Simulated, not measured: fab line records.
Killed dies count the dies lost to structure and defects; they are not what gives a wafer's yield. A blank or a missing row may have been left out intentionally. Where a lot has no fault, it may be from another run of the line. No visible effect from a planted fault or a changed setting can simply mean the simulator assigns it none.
Which of the tools did it? | flow gf180mcu | 42 wafers from 14 lots sampled at 6 of the route's 602 steps

## WHAT THE GAUGES READ, wafer by wafer
GF_NWELL_OVL_MEAS_07.
lot  | measured    | on         | NWELL_OVL (nm)
L500 | day 3 07:39 | overlay-01 | 0.4 -0.6 0.6
L501 | day 3 13:30 | overlay-01 | 3.6 5.4 4.5
L503 | day 3 23:15 | overlay-02 | -2.3 -0.7 -0.4
L504 | day 4 04:04 | overlay-01 | -1.0 -2.5 -1.8
L505 | day 4 11:53 | overlay-01 | 0.1 -0.6 1.1
L511 | day 6 00:01 | overlay-02 | -4.7 -2.4 -4.9
L512 | day 6 08:41 | overlay-02 | 0.8 2.7 0.6
L513 | day 6 12:14 | overlay-01 | -1.9 -1.7 -2.5
L514 | day 6 19:41 | overlay-01 | 0.9 3.5 1.3
L518 | day 7 09:38 | overlay-01 | - - -
L519 | day 7 14:36 | overlay-02 | - - -
L520 | day 7 21:00 | overlay-02 | -3.2 -1.6 -2.6
L521 | day 8 06:18 | overlay-02 | 0.6 -0.3 -0.4
L522 | day 8 07:18 | overlay-02 | -0.7 -4.1 -1.6

GF_NWELL_TW_MEAS_11.
lot  | measured    | on            | NWELL_TW
L500 | day 3 08:05 | film_metro-03 | 1586 1587 1578
L501 | day 3 13:56 | film_metro-02 | 1538 1555 1547
L503 | day 3 23:43 | film_metro-01 | 1565 1572 1572
L504 | day 4 04:30 | film_metro-03 | 1580 1596 1590
L505 | day 4 12:19 | film_metro-01 | 1567 1577 1566
L511 | day 6 00:28 | film_metro-03 | 1583 1589 1594
L512 | day 6 09:07 | film_metro-02 | 1554 1567 1556
L513 | day 6 12:41 | film_metro-03 | 1599 1590 1591
L514 | day 6 20:08 | film_metro-02 | 1554 1559 1549
L518 | day 7 10:04 | film_metro-03 | 1495 1491 1489
L519 | day 7 15:03 | film_metro-02 | 1467 1468 1470
L520 | day 7 21:26 | film_metro-03 | 1574 1579 1575
L521 | day 8 06:44 | film_metro-03 | 1578 1576 1569
L522 | day 8 07:45 | film_metro-01 | 1568 1566 1571

GF_VT_IMPLANT_OVL_MEAS_18.
lot  | measured     | on         | VT_IMPLANT_01_OVL (nm)
L500 | day 6 02:24  | overlay-01 | 0.2 1.0 1.4
L501 | day 6 08:45  | overlay-01 | 0.5 2.5 0.6
L503 | day 6 21:33  | overlay-01 | 1.0 -0.2 -1.1
L504 | day 7 02:28  | overlay-01 | 1.5 1.6 0.6
L505 | day 7 12:54  | overlay-02 | 0.8 -1.0 0.9
L511 | day 9 07:40  | overlay-01 | 2.0 1.4 0.5
L512 | day 9 18:56  | overlay-02 | 1.8 0.0 -2.5
L513 | day 9 20:00  | overlay-01 | 3.7 1.6 0.8
L514 | day 10 08:21 | overlay-01 | 0.0 -1.1 0.7
L518 | day 10 21:51 | overlay-01 | 2.2 1.4 1.7
L519 | day 11 06:39 | overlay-01 | 1.6 0.3 0.8
L520 | day 11 13:30 | overlay-01 | 0.7 -0.3 -0.6
L521 | day 11 23:39 | overlay-01 | 0.7 0.3 -0.6
L522 | day 12 01:09 | overlay-02 | 0.9 1.2 0.6

## WHAT TOOL EACH LOT RAN ON (gives the tool, then ch and the chambers of the sampled wafers, and finally the start)
lot  | GF_NWELL_DEVELOP_06              | GF_LVPWELL_STRIP_10                 | GF_VT_IMPLANT_STRIP_09
L500 | litho_track-03 ch 0, day 3 07:00 | plasma_asher-04 ch 1, day 3 21:35   | plasma_asher-02 ch 0,1, day 5 12:43
L501 | litho_track-03 ch 0, day 3 13:00 | plasma_asher-03 ch 0, day 4 02:39   | plasma_asher-01 ch 0,1, day 5 17:50
L503 | litho_track-01 ch 0, day 3 23:00 | plasma_asher-02 ch 0,1, day 4 12:37 | plasma_asher-02 ch 0,1, day 6 07:13
L504 | litho_track-04 ch 0, day 4 03:00 | plasma_asher-02 ch 0,1, day 4 17:19 | plasma_asher-04 ch 0,1, day 6 11:46
L505 | litho_track-01 ch 0, day 4 11:00 | plasma_asher-02 ch 0,1, day 5 01:08 | plasma_asher-02 ch 1, day 6 20:50
L511 | litho_track-03 ch 0, day 5 23:00 | plasma_asher-03 ch 0,1, day 6 14:34 | plasma_asher-04 ch 0,1, day 8 15:12
L512 | litho_track-01 ch 0, day 6 08:00 | plasma_asher-04 ch 0,1, day 6 23:20 | plasma_asher-04 ch 0,1, day 9 01:17
L513 | litho_track-01 ch 0, day 6 12:00 | plasma_asher-02 ch 0,1, day 7 03:26 | plasma_asher-04 ch 0, day 9 03:10
L514 | litho_track-01 ch 0, day 6 19:00 | plasma_asher-04 ch 0,1, day 7 12:05 | plasma_asher-04 ch 0,1, day 9 14:40
L518 | litho_track-01 ch 0, day 7 09:00 | plasma_asher-02 ch 0,1, day 8 01:35 | plasma_asher-01 ch 0,1, day 10 04:07
L519 | litho_track-01 ch 0, day 7 14:00 | plasma_asher-03 ch 0,1, day 8 07:37 | plasma_asher-02 ch 0,1, day 10 12:42
L520 | litho_track-04 ch 0, day 7 20:00 | plasma_asher-02 ch 0,1, day 8 13:29 | plasma_asher-01 ch 0,1, day 10 18:49
L521 | litho_track-03 ch 0, day 8 06:00 | plasma_asher-02 ch 0,1, day 8 23:32 | plasma_asher-01 ch 0,1, day 11 04:32
L522 | litho_track-04 ch 0, day 8 07:00 | plasma_asher-03 ch 0, day 9 00:35   | plasma_asher-02 ch 0,1, day 11 06:29
- GF_NWELL_DEVELOP_06: develop time 60 s.
- GF_LVPWELL_STRIP_10: strips in O2/N2.
- GF_VT_IMPLANT_STRIP_09: strips in O2/N2.

## AS READ BY THE TOOLS THEMSELVES (means over the sampled wafers that have a number; for cases with no such wafer, the mark the record gives instead)
GF_NWELL_DEVELOP_06.
lot  | tool           | chill_plate_temp_C (C)
L500 | litho_track-03 | 23.01
L501 | litho_track-03 | 23.15
L503 | litho_track-01 | 22.93
L504 | litho_track-04 | 22.97
L505 | litho_track-01 | 23.11
L511 | litho_track-03 | 23.04
L512 | litho_track-01 | 23.20
L513 | litho_track-01 | 22.88
L514 | litho_track-01 | 23.03
L518 | litho_track-01 | 22.94
L519 | litho_track-01 | 23.03
L520 | litho_track-04 | 22.89
L521 | litho_track-03 | 22.96
L522 | litho_track-04 | 23.04

GF_LVPWELL_STRIP_10.
lot  | tool            | drypump_motor_current_A (A) | heater_power_w (W) | oes_product_au (a.u.) | strip_time_to_endpoint_s (s)
L500 | plasma_asher-04 | 5.4                         | 341                | 0.717                 | 36.96
L501 | plasma_asher-03 | 5.8                         | 311                | 0.724                 | 36.81
L503 | plasma_asher-02 | 6.0                         | 311                | 0.721                 | 36.99
L504 | plasma_asher-02 | 6.2                         | 308                | 0.721                 | 36.97
L505 | plasma_asher-02 | 6.2                         | 308                | 0.720                 | 36.95
L511 | plasma_asher-03 | 6.5                         | 341                | 0.720                 | 36.86
L512 | plasma_asher-04 | 5.5                         | 314                | 0.726                 | 36.96
L513 | plasma_asher-02 | 6.2                         | 306                | 0.723                 | 36.89
L514 | plasma_asher-04 | 5.4                         | 313                | 0.721                 | 37.08
L518 | plasma_asher-02 | 6.2                         | 307                | 0.721                 | 36.86
L519 | plasma_asher-03 | 6.4                         | 340                | 0.723                 | 36.79
L520 | plasma_asher-02 | 6.2                         | 309                | 0.724                 | 36.81
L521 | plasma_asher-02 | 6.2                         | 304                | 0.723                 | 36.81
L522 | plasma_asher-03 | 5.8                         | 312                | 0.724                 | 36.93

GF_VT_IMPLANT_STRIP_09.
lot  | tool            | drypump_motor_current_A (A) | heater_power_w (W) | oes_product_au (a.u.) | strip_time_to_endpoint_s (s)
L500 | plasma_asher-02 | 5.9                         | 313                | 0.718                 | 12.65
L501 | plasma_asher-01 | 5.6                         | 332                | 0.716                 | 12.72
L503 | plasma_asher-02 | 6.0                         | 307                | 0.721                 | 12.68
L504 | plasma_asher-04 | 5.5                         | 314                | 0.715                 | 12.64
L505 | plasma_asher-02 | 6.5                         | 306                | 0.714                 | 12.60
L511 | plasma_asher-04 | 5.5                         | 313                | 0.713                 | 12.62
L512 | plasma_asher-04 | 5.4                         | 315                | 0.714                 | 12.61
L513 | plasma_asher-04 | 5.5                         | 306                | 0.717                 | 12.64
L514 | plasma_asher-04 | 5.4                         | 311                | 0.718                 | 12.66
L518 | plasma_asher-01 | 5.5                         | 338                | 0.718                 | 12.62
L519 | plasma_asher-02 | 5.9                         | 310                | 0.717                 | 12.60
L520 | plasma_asher-01 | 5.6                         | 327                | 0.712                 | 12.63
L521 | plasma_asher-01 | 5.5                         | 340                | 0.719                 | 12.63
L522 | plasma_asher-02 | 6.0                         | 305                | 0.715                 | 12.61

## THE ANSWER, worked out from the rows above alone
Rule: usual is defined by the lots themselves. Put in order of their means at a reading, lots are off if they are a third of the lots or fewer, leave a main group of 4 or more, and stand apart from it by a gap of 3 or more times the standard deviation of the main group's means; of several such gaps the widest counts. If all means in a main group match to the digits the tables above print for the reading, that group is not used. A lot without any number at a reading at which 4 lots or more have one is off too. Any other lot the step has rows for is counted as sound. Order of review: gauges by route order, followed by the tools' own readings, for which a lot's mean as printed above is used. At the first step where some lot is off, the reading lying furthest off is the one used; lots without a number count as furthest.
Off: L518, L519, seen at GF_NWELL_OVL_MEAS_07 (NWELL_OVL). Without a number there: L518, L519. Main group: mean -0.5 nm, sd 2.2.
A tool fits if, at a process step before that reading, it ran every lot that is off, and no sound lot after the first of them. The gauges at GF_NWELL_OVL_MEAS_07 aren't tried: what is off there is off at GF_NWELL_TW_MEAS_11 too, on other tools, and a gauge's error can't cause that. One fits: litho_track-01 at GF_NWELL_DEVELOP_06. Its last sound lot is L514 (day 6 19:00), its first lot that is off L518 (day 7 09:00): a fault that began between those two fits.

## WHAT THE SIMULATOR PUT IN
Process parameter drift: litho_track-01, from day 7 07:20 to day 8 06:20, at GF_NWELL_DEVELOP_06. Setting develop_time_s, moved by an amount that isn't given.
Struck lots among those shown: L518, L519. The rule given above showed the same thing.
